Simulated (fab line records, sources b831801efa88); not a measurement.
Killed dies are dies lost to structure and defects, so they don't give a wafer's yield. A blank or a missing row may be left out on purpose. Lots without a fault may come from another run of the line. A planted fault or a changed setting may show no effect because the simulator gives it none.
Problem report in the 8D (eight disciplines) form, filled by code | flow gf180mcu | the parts of the form that need people (team, actions taken, sign-off) are left out

1. THE PROBLEM
bias_w at GF_STI_ETCH_14 reads a mean of 146.1 W on 2 wafers of 2 lots; wafers without a fault read 150.0 W with a standard deviation of 0.45. That is -8.8 standard deviations from the usual mean.
The step: etches Si in HBr/Cl2/O2, target depth 360 nm, time 102.9 s.
First seen on wafer L622.3, day 3 13:09, on rie_si-01. The record holds 39 wafers of 13 lots with a number at this step. Rule for "out", or "out of limits": more than 4 standard deviations from the usual mean. The other wafers with a number count as sound.

2. WHAT IT IS AND WHAT IT IS NOT
question                    | is               | is not
which readings at this step | bias_w           | drypump_motor_current_A, he_backside_leak_sccm, oes_product_au, throttle_valve_pct
which lots                  | L622, L624       | L615, L618, L621, L627, L628, L629, L630, L634, L635, L637, L638
which wafers of those lots  | L622.3, L624.1   | L622.4, L622.5, L624.3, L624.4
read on which tools         | rie_si-01        | rie_si-02
when                        | from day 3 13:09 | up to then (11 sound wafers); but 26 sound wafers of L624, L627, L628, L629, L630, L634, L635, L637, L638 came after

3. SUSPECTS, AND WHAT RULES EACH OUT
Counting: a tool at a process step up to the reading stays a suspect if it ran every lot that is out. Sound lots after the first of them don't rule it out here, since some wafers of a struck lot are sound.
- rie_si-01 at GF_STI_ETCH_14 (etches Si in HBr/Cl2/O2, target depth 360 nm, time 102.9 s): kept. It ran every lot that is out, first L622 (day 3 13:09); its last sound lot up to then is L618 (day 2 16:45). Its own readings are out on those wafers: bias_w.
- Within rie_si-01 at GF_STI_ETCH_14: the wafers that are out ran in chamber 0; their sound lot-mates ran in chambers 2, 3.
Left after counting: rie_si-01 at GF_STI_ETCH_14.

4. THE CAUSE (what the simulator had put in)
Process parameter drift: rie_si-01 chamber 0, from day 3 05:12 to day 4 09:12, at GF_STI_ETCH_14. Setting bias_w, moved by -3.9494, from 150. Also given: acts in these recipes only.
Counting left only this tool.

5. THE CHAIN OF EFFECTS, in route order
Each row: a reading whose mean over the struck wafers that have a number lies more than 3 standard deviations from the usual. Only readings for which the record gives a usual standard deviation are gone through. hours: the time from each lot's start at the first step in this table that gives one to its start at this step, as a median over the lots. sigmas: the change in usual standard deviations.
hours | step           | reading | usual   | on struck wafers | change | sigmas
0     | GF_STI_ETCH_14 | bias_w  | 150.0 W | 146.1            | -3.9   | -8.8
The process steps in it:
- GF_STI_ETCH_14: etches Si in HBr/Cl2/O2, target depth 360 nm, time 102.9 s.
Later measuring or inspecting steps at which every struck wafer that the step has a row for has a number for every such reading, and none has moved that far: GF_LVPWELL_OVL_MEAS_07, GF_MVPSD_OVL_MEAS_07.

6. WHAT WOULD HAVE CAUGHT IT SOONER
In this record the first reading out of limits was taken at day 3 13:09, 8 hours after the fault began at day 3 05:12.
